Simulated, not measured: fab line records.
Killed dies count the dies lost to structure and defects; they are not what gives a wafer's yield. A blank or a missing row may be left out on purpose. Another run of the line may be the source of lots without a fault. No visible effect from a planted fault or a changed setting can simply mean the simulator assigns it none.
2 desks looking at one fault / flow gf180mcu / only its own numbers are on each desk; what lay behind them is given at the end

== DESK OF THE TOOL OWNER: implanter-03 ==
For each lot that ran on this tool, the mean over its sampled wafers that have a number, from the tool's own readings at GF_MVPSD_IMPLANT_08. The brackets show how far a lot's mean lies from the usual mean; more than 4 standard deviations puts the lot out of limits, marked OUT.
Columns: A = beam on s at GF_MVPSD_IMPLANT_08, usual 10.00 s; B = faraday current uA at GF_MVPSD_IMPLANT_08, usual 84.6; C = tilt deg at GF_MVPSD_IMPLANT_08, usual 0.001 degrees
lot=L205; first seen here=day 5 10:17; A=10.00; B=84.3; C=-0.018
lot=L209; first seen here=day 6 12:18; A=9.88; B=85.4; C=-0.004
lot=L210; first seen here=day 6 17:00; A=10.02; B=84.6; C=0.010
lot=L213; first seen here=day 7 19:11; A=9.93; B=85.1; C=-0.006
lot=L223; first seen here=day 10 00:08; A=10.66; B=79.5; C=-0.024
lot=L225; first seen here=day 10 11:05; A=11.04 (+5.2) OUT; B=76.8 (-4.9) OUT; C=0.008
Finding of this desk: L225 out of limits; the first was L225 at day 10 11:05, on beam on s at GF_MVPSD_IMPLANT_08. L205, L209, L210, L213, L223: within limits.

== AT THE METROLOGY DESK ==
What the gauges read for every lot (on any tool): the sampled wafers with a number, averaged. The brackets show how far a lot's mean lies from the usual mean; more than 4 standard deviations puts the lot out of limits, marked OUT.
Columns: A = INCOMING_BOW at GF_STI_BOW_MEAS_00, usual 0 um; B = STI_OXIDATION_THK at GF_STI_THK_MEAS_02, usual 10.04 nm; C = cd nm at GF_STI_CD_MEAS_12, usual 220.4 nm; D = MVPSD_RS at GF_VT_IMPLANT_RS_MEAS_49, usual 1167.9 ohm/sq
lot=L203; first seen here=day 1 10:04; A=-1; B=9.89; C=222.3; D=1164.8
lot=L204; first seen here=day 1 15:00; A=6; B=10.06; C=220.6; D=1171.8
lot=L205; first seen here=day 1 20:01; A=-3; B=10.01; C=220.0; D=1164.8
lot=L207; first seen here=day 2 06:05; A=4; B=10.23; C=221.7; D=1165.2
lot=L209; first seen here=day 2 16:00; A=3; B=9.90; C=219.3; D=1166.5
lot=L210; first seen here=day 2 21:00; A=5; B=10.27; C=219.6; D=1169.6
lot=L212; first seen here=day 3 07:00; A=1; B=9.97; C=219.3; D=1169.0
lot=L213; first seen here=day 3 12:01; A=-6; B=10.07; C=220.7; D=1166.1
lot=L214; first seen here=day 3 17:04; A=-0; B=10.12; C=220.8; D=1168.8
lot=L215; first seen here=day 3 22:01; A=2; B=10.29; C=222.7; D=1167.3
lot=L217; first seen here=day 4 08:00; A=2; B=10.06; C=221.2; D=1169.2
lot=L219; first seen here=day 4 18:00; A=-2; B=9.87; C=223.4; D=1166.1
lot=L223; first seen here=day 5 14:01; A=4; B=10.17; C=219.8; D=1149.9 (-6.9) OUT
lot=L225; first seen here=day 6 00:01; A=2; B=9.94; C=220.6; D=1127.4 (-16) OUT
This desk reports L223, L225 out of limits; the earliest was L223 at day 13 02:37 (MVPSD_RS at GF_VT_IMPLANT_RS_MEAS_49). L203, L204, L205, L207, L209, L210, L212, L213, L214, L215, L217, L219: within limits.

== PUT TOGETHER ==
The tool owner's desk could have raised an alarm at day 10 11:05, on L225.
On L223, L225, the metrology desk was in a position to raise an alarm at day 13 02:37.
The tool owner's desk has L223 on record, within its limits.
Every lot named ran GF_MVPSD_IMPLANT_08 on implanter-03.

== WHAT HAD BEEN PUT IN BY THE SIMULATOR ==
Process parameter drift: implanter-03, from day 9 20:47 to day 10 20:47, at GF_MVPSD_IMPLANT_08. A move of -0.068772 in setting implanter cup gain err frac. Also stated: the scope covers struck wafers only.
Struck lots among those shown: L223, L225.
Delay (hours) between the fault's onset and each desk's first out-of-limits reading: 14 at the tool owner's desk, 78 at the metrology desk.
